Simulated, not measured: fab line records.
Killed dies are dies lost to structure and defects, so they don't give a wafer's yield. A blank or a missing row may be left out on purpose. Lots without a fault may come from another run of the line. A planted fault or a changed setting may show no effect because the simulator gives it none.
Which of the tools did it? -- flow gf180mcu -- 34 wafers from 12 lots sampled at 7 of the route's 602 steps

## WHAT EACH GAUGE READ, for each wafer
GF_HV_LDD_OVL_MEAS_47.
lot,measured,on,HV_LDD_03_OVL (nm)
L186,day 12 06:18,overlay-01,-1.6 0.9 -0.7
L188,day 12 18:00,overlay-02,0.6 0.1 -0.7
L189,day 13 04:50,overlay-02,-1.5 -1.5 -1.2
L190,day 13 10:19,overlay-01,1.7 1.5
L192,day 14 05:38,overlay-02,-0.4 -1.3 -1.0
L198,day 17 05:02,overlay-01,-2.7 -2.0 0.0
L199,day 17 08:05,overlay-02,1.3 0.5 -0.1
L205,day 18 17:00,overlay-01,3.1 2.5 2.6
L206,day 19 00:08,overlay-01,-0.2 -1.2 -1.1
L207,day 19 08:00,overlay-01,1.4 2.1 2.0
L208,day 19 15:21,overlay-01,1.2 1.1
L209,day 19 23:38,overlay-01,-0.8 -1.2 -0.4

GF_HV_LDD_THK_MEAS_55.
lot,measured,on,HV_LDD_CVD_54_THK (nm)
L186,day 12 07:55,film_metro-01,9.84 9.80 9.88
L188,day 12 19:37,film_metro-01,9.73 9.91 9.89
L189,day 13 06:27,film_metro-01,10.02 9.97 10.03
L190,day 13 12:00,film_metro-01,10.08 10.13
L192,day 14 07:14,film_metro-01,10.12 10.07 10.04
L198,day 17 07:11,film_metro-01,10.06 10.04 9.99
L199,day 17 09:41,film_metro-04,9.81 9.81 9.83
L205,day 18 18:36,film_metro-04,10.05 10.24 10.18
L206,day 19 01:44,film_metro-04,10.13 10.24 10.20
L207,day 19 09:36,film_metro-04,10.06 10.02 9.97
L208,day 19 16:58,film_metro-04,9.69 9.82
L209,day 20 01:16,film_metro-01,9.84 9.89 9.85

GF_NSD_CD_MEAS_07 targets a cd of 400 nm.
lot,measured,on,cd_nm (nm)
L186,day 13 04:29,cd_sem-02,402.6 399.6 400.8
L188,day 13 17:18,cd_sem-02,400.5 399.4 400.1
L189,day 14 04:46,cd_sem-01,395.3 396.4 396.9
L190,day 14 10:10,cd_sem-01,402.2 401.2
L192,day 15 04:58,cd_sem-02,397.5 399.6 400.1
L198,day 18 07:45,cd_sem-02,397.1 399.2 401.5
L199,day 18 12:26,cd_sem-02,399.8 397.9 398.7
L205,day 19 19:58,cd_sem-01,396.7 397.5 400.8
L206,day 20 03:19,cd_sem-01,400.8 396.9 397.9
L207,day 20 11:19,cd_sem-01,399.5 398.3 400.1
L208,day 20 18:39,cd_sem-02,397.1 395.7
L209,day 21 04:19,cd_sem-01,403.3 403.1 404.0

GF_NSD_TW_MEAS_12.
lot,measured,on,NSD_TW
L186,day 13 05:01,film_metro-04,4175 4204 4185
L188,day 13 17:50,film_metro-04,4188 4212 4186
L189,day 14 05:19,film_metro-04,4267 4283 4278
L190,day 14 10:41,film_metro-04,4232 4263
L192,day 15 05:31,film_metro-03,4352 4373 4361
L198,day 18 08:17,film_metro-03,4647 4662 4658
L199,day 18 12:59,film_metro-02,4603 4622 4601
L205,day 19 20:31,film_metro-04,4187 4200 4199
L206,day 20 03:53,film_metro-03,4348 4366 4351
L207,day 20 11:53,film_metro-03,4363 4356 4356
L208,day 20 19:11,film_metro-02,4244 4231
L209,day 21 04:51,film_metro-04,4229 4214 4183

GF_PSD_RS_MEAS_14: uses a four-point probe to measure.
lot,measured,on,NSD_RS (ohm/sq)
L186,day 14 01:07,film_metro-04,46.24 46.22 46.22
L188,day 14 15:20,film_metro-02,46.17 46.05 46.19
L189,day 15 02:04,film_metro-04,46.13 46.18 46.19
L190,day 15 07:56,film_metro-02,46.12 46.05
L192,day 16 03:28,film_metro-03,46.11 46.00 46.13
L198,day 19 07:41,film_metro-02,40.70 40.78 40.82
L199,day 19 13:44,film_metro-04,40.83 40.80 40.93
L205,day 20 21:06,film_metro-02,46.10 46.01 45.96
L206,day 21 03:40,film_metro-02,46.10 46.17 46.05
L207,day 21 12:56,film_metro-03,46.05 46.15 46.13
L208,day 21 19:39,film_metro-02,46.15 46.09
L209,day 22 04:39,film_metro-03,46.03 46.01 46.11

## WHICH TOOL RAN EACH LOT (tool, then ch and the chambers of the sampled wafers, then the start)
lot,GF_NSD_IMPLANT_09,GF_NSD_STRIP_11
L186,"implanter-03 ch 0, day 13 04:40","plasma_asher-03 ch 0,1, day 13 04:55"
L188,"implanter-01 ch 0, day 13 17:28","plasma_asher-03 ch 0, day 13 17:44"
L189,"implanter-03 ch 0, day 14 04:55","plasma_asher-03 ch 0, day 14 05:13"
L190,"implanter-01 ch 0, day 14 10:20","plasma_asher-01 ch 0,1, day 14 10:36"
L192,"implanter-01 ch 0, day 15 05:07","plasma_asher-03 ch 0, day 15 05:25"
L198,"implanter-01 ch 0, day 18 07:55","plasma_asher-03 ch 0,1, day 18 08:11"
L199,"implanter-01 ch 0, day 18 12:35","plasma_asher-03 ch 0,1, day 18 12:53"
L205,"implanter-04 ch 0, day 19 20:07","plasma_asher-01 ch 0,1, day 19 20:25"
L206,"implanter-03 ch 0, day 20 03:29","plasma_asher-01 ch 0,1, day 20 03:47"
L207,"implanter-03 ch 0, day 20 11:29","plasma_asher-02 ch 0,1, day 20 11:47"
L208,"implanter-04 ch 0, day 20 18:49","plasma_asher-02 ch 0, day 20 19:05"
L209,"implanter-03 ch 0, day 21 04:29","plasma_asher-03 ch 0,1, day 21 04:46"
- GF_NSD_IMPLANT_09
- GF_NSD_STRIP_11: strips in O2/N2.

## WHAT THE TOOLS THEMSELVES READ (means of the sampled wafers that have a number; where no wafer has one, the mark that the record gives instead)
GF_NSD_IMPLANT_09.
lot,tool,beam_energy_keV,faraday_current_uA
L186,implanter-03,59.992,12687
L188,implanter-01,60.013,12023
L189,implanter-03,59.997,12472
L190,implanter-01,59.983,12314
L192,implanter-01,60.000,11944
L198,implanter-01,82.261,-
L199,implanter-01,82.239,-
L205,implanter-04,60.008,10902
L206,implanter-03,59.999,12997
L207,implanter-03,59.992,12730
L208,implanter-04,59.962,10437
L209,implanter-03,59.978,12537

GF_NSD_STRIP_11.
lot,tool,drypump_motor_current_A (A),heater_power_w (W),oes_product_au (a.u.),strip_time_to_endpoint_s (s)
L186,plasma_asher-03,5.35,305,0.484,22.92
L188,plasma_asher-03,5.32,345,0.484,22.90
L189,plasma_asher-03,5.26,342,0.489,23.00
L190,plasma_asher-01,5.60,336,0.487,23.02
L192,plasma_asher-03,5.28,345,0.487,22.95
L198,plasma_asher-03,5.37,307,0.457,26.06
L199,plasma_asher-03,5.32,311,0.457,26.06
L205,plasma_asher-01,5.57,324,0.488,22.99
L206,plasma_asher-01,5.62,367,0.484,22.93
L207,plasma_asher-02,5.35,358,0.489,22.97
L208,plasma_asher-02,5.67,400,0.488,22.98
L209,plasma_asher-03,5.29,318,0.486,22.95

## THE ANSWER, worked out from the rows above alone
Rule: what is usual is taken from the lots themselves. Put in order of their means at a reading, lots are off if they are a third of the lots or fewer, leave a main group of 4 or more, and stand apart from it by a gap of 3 or more times the standard deviation of the main group's means; of several such gaps the widest counts. Not used: any main group whose means are identical at the precision the tables above print for the reading. Also off: a lot with no number at a reading for which 4 or more lots have one. The other lots that the step has rows for count as sound. After the gauges, taken in route order, come the tools' own readings; for these a lot's mean is taken, as printed above. At the first step where some lot is off, the reading lying furthest off is the one used; lots without a number count as furthest.
Off: at GF_NSD_TW_MEAS_12 (NSD_TW), L198, L199. The main group has a mean of 4262 with a standard deviation of 68.
A tool fits if, at a process step before that reading, it ran every lot that is off, and no sound lot after the first of them. Not tried: the gauges at GF_NSD_TW_MEAS_12; whatever is off there is also off at GF_NSD_IMPLANT_09, on other tools, and gauge error can't account for it. One fits: GF_NSD_IMPLANT_09 on implanter-01. A fault onset in the window from L192 (day 15 05:07, its last sound lot) to L198 (day 18 07:55, its first lot off) fits.
The tool's own readings at GF_NSD_IMPLANT_09 bear it out: on the lots that are off they differ by more than 5 times the standard deviation of the sound lots' means. beam_energy_keV reads 82.250 there against 59.992 on the sound lots.
Blank at GF_NSD_IMPLANT_09 on the lots that are off, where sound lots have numbers: faraday_current_uA.

## WHAT THE SIMULATOR HAD INSERTED
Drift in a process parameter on implanter-01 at GF_NSD_IMPLANT_09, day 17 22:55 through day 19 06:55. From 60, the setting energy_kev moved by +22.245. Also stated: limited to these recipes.
Shown lots that were struck: L198, L199. Same finding as the rule above.
